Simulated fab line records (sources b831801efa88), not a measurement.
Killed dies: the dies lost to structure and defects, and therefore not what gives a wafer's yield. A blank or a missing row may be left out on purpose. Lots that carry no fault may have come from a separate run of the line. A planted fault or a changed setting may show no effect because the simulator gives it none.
Split-lot experiment :: flow sky130 :: 23 wafers read from 5 lots, route of 708 steps

== THE SPLIT ITSELF ==
At SKY_SONOS_ONO_CVD_04 (deposits SiO2 from SiH4/N2O, target thk 5.7199 nm), the setting time_s was moved away from the recipe's 900 s on 20 of the 23 wafers read, by -12.7% to -5.3%. For the rest of the wafers, this setting stayed at what the recipe calls for.

The reading comes from the split's own step.

== THE READING ==
SiO2_of_SONOS_ONO_CVD_04.thk_nm (the simulator's own value, which no gauge read), in nm, at SKY_SONOS_ONO_CVD_04 (deposits SiO2 from SiH4/N2O, target thk 5.7199 nm). No usual value for it is given in the file. Average 5.617 nm, standard deviation 0.046 nm, over the 3 wafers here run with the recipe.

wafer: L077.2
tool, chamber at the split: -, -
time_s as run, s: 852.6
against the recipe: -5.3%
SiO2_of_SONOS_ONO_CVD_04.thk_nm, nm: 5.368
against lot-mates on the recipe: no lot-mate on the recipe

wafer: L077.3
tool, chamber at the split: -, -
time_s as run, s: 852.6
against the recipe: -5.3%
SiO2_of_SONOS_ONO_CVD_04.thk_nm, nm: 5.517
against lot-mates on the recipe: no lot-mate on the recipe

wafer: L077.4
tool, chamber at the split: -, -
time_s as run, s: 852.6
against the recipe: -5.3%
SiO2_of_SONOS_ONO_CVD_04.thk_nm, nm: 5.436
against lot-mates on the recipe: no lot-mate on the recipe

wafer: L077.5
tool, chamber at the split: -, -
time_s as run, s: 852.6
against the recipe: -5.3%
SiO2_of_SONOS_ONO_CVD_04.thk_nm, nm: 5.503
against lot-mates on the recipe: no lot-mate on the recipe

wafer: L077.6
tool, chamber at the split: -, -
time_s as run, s: 852.6
against the recipe: -5.3%
SiO2_of_SONOS_ONO_CVD_04.thk_nm, nm: 5.468
against lot-mates on the recipe: no lot-mate on the recipe

wafer: L078.1
tool, chamber at the split: -, -
time_s as run, s: 785.6
against the recipe: -12.7%
SiO2_of_SONOS_ONO_CVD_04.thk_nm, nm: 4.749
against lot-mates on the recipe: no lot-mate on the recipe

wafer: L078.5
tool, chamber at the split: -, -
time_s as run, s: 785.6
against the recipe: -12.7%
SiO2_of_SONOS_ONO_CVD_04.thk_nm, nm: 4.749
against lot-mates on the recipe: no lot-mate on the recipe

wafer: L078.2
tool, chamber at the split: -, -
time_s as run, s: 785.6
against the recipe: -12.7%
SiO2_of_SONOS_ONO_CVD_04.thk_nm, nm: 4.779
against lot-mates on the recipe: no lot-mate on the recipe

wafer: L078.3
tool, chamber at the split: -, -
time_s as run, s: 785.6
against the recipe: -12.7%
SiO2_of_SONOS_ONO_CVD_04.thk_nm, nm: 4.697
against lot-mates on the recipe: no lot-mate on the recipe

wafer: L078.4
tool, chamber at the split: -, -
time_s as run, s: 785.6
against the recipe: -12.7%
SiO2_of_SONOS_ONO_CVD_04.thk_nm, nm: 4.817
against lot-mates on the recipe: no lot-mate on the recipe

wafer: L080.1
tool, chamber at the split: -, -
time_s as run, s: 786.6
against the recipe: -12.6%
SiO2_of_SONOS_ONO_CVD_04.thk_nm, nm: 4.868
against lot-mates on the recipe: no lot-mate on the recipe

wafer: L080.2
tool, chamber at the split: -, -
time_s as run, s: 786.6
against the recipe: -12.6%
SiO2_of_SONOS_ONO_CVD_04.thk_nm, nm: 5.011
against lot-mates on the recipe: no lot-mate on the recipe

wafer: L080.4
tool, chamber at the split: -, -
time_s as run, s: 786.6
against the recipe: -12.6%
SiO2_of_SONOS_ONO_CVD_04.thk_nm, nm: 5.011
against lot-mates on the recipe: no lot-mate on the recipe

wafer: L080.5
tool, chamber at the split: -, -
time_s as run, s: 786.6
against the recipe: -12.6%
SiO2_of_SONOS_ONO_CVD_04.thk_nm, nm: 5.015
against lot-mates on the recipe: no lot-mate on the recipe

wafer: L080.6
tool, chamber at the split: -, -
time_s as run, s: 786.6
against the recipe: -12.6%
SiO2_of_SONOS_ONO_CVD_04.thk_nm, nm: 5.015
against lot-mates on the recipe: no lot-mate on the recipe

wafer: L081.1
tool, chamber at the split: -, -
time_s as run, s: 842.3
against the recipe: -6.4%
SiO2_of_SONOS_ONO_CVD_04.thk_nm, nm: 5.224
against lot-mates on the recipe: no lot-mate on the recipe

wafer: L081.2
tool, chamber at the split: -, -
time_s as run, s: 842.3
against the recipe: -6.4%
SiO2_of_SONOS_ONO_CVD_04.thk_nm, nm: 5.341
against lot-mates on the recipe: no lot-mate on the recipe

wafer: L081.3
tool, chamber at the split: -, -
time_s as run, s: 842.3
against the recipe: -6.4%
SiO2_of_SONOS_ONO_CVD_04.thk_nm, nm: 5.196
against lot-mates on the recipe: no lot-mate on the recipe

wafer: L081.5
tool, chamber at the split: -, -
time_s as run, s: 842.3
against the recipe: -6.4%
SiO2_of_SONOS_ONO_CVD_04.thk_nm, nm: 5.312
against lot-mates on the recipe: no lot-mate on the recipe

wafer: L081.6
tool, chamber at the split: -, -
time_s as run, s: 842.3
against the recipe: -6.4%
SiO2_of_SONOS_ONO_CVD_04.thk_nm, nm: 5.245
against lot-mates on the recipe: no lot-mate on the recipe

wafer: L082.1
tool, chamber at the split: lpcvd-03, 0
time_s as run, s: 900
against the recipe: recipe
SiO2_of_SONOS_ONO_CVD_04.thk_nm, nm: 5.676
against lot-mates on the recipe: -

wafer: L082.4
tool, chamber at the split: lpcvd-03, 0
time_s as run, s: 900
against the recipe: recipe
SiO2_of_SONOS_ONO_CVD_04.thk_nm, nm: 5.611
against lot-mates on the recipe: -

wafer: L082.5
tool, chamber at the split: lpcvd-03, 0
time_s as run, s: 900
against the recipe: recipe
SiO2_of_SONOS_ONO_CVD_04.thk_nm, nm: 5.565
against lot-mates on the recipe: -

THE FIT
A straight line over all 23 wafers: SiO2_of_SONOS_ONO_CVD_04.thk_nm changes by +0.0641 nm for each +1% of time_s; r = +0.94; the points scatter about the line by 0.11 nm.
Too few moved wafers have a lot-mate on the recipe to fit a line with each lot's own level taken away.

== THE FILE'S OWN FIT ==
SiO2_of_SONOS_ONO_CVD_04.thk_nm changes by +0.0641 nm for each +1% of time_s, r = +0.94.
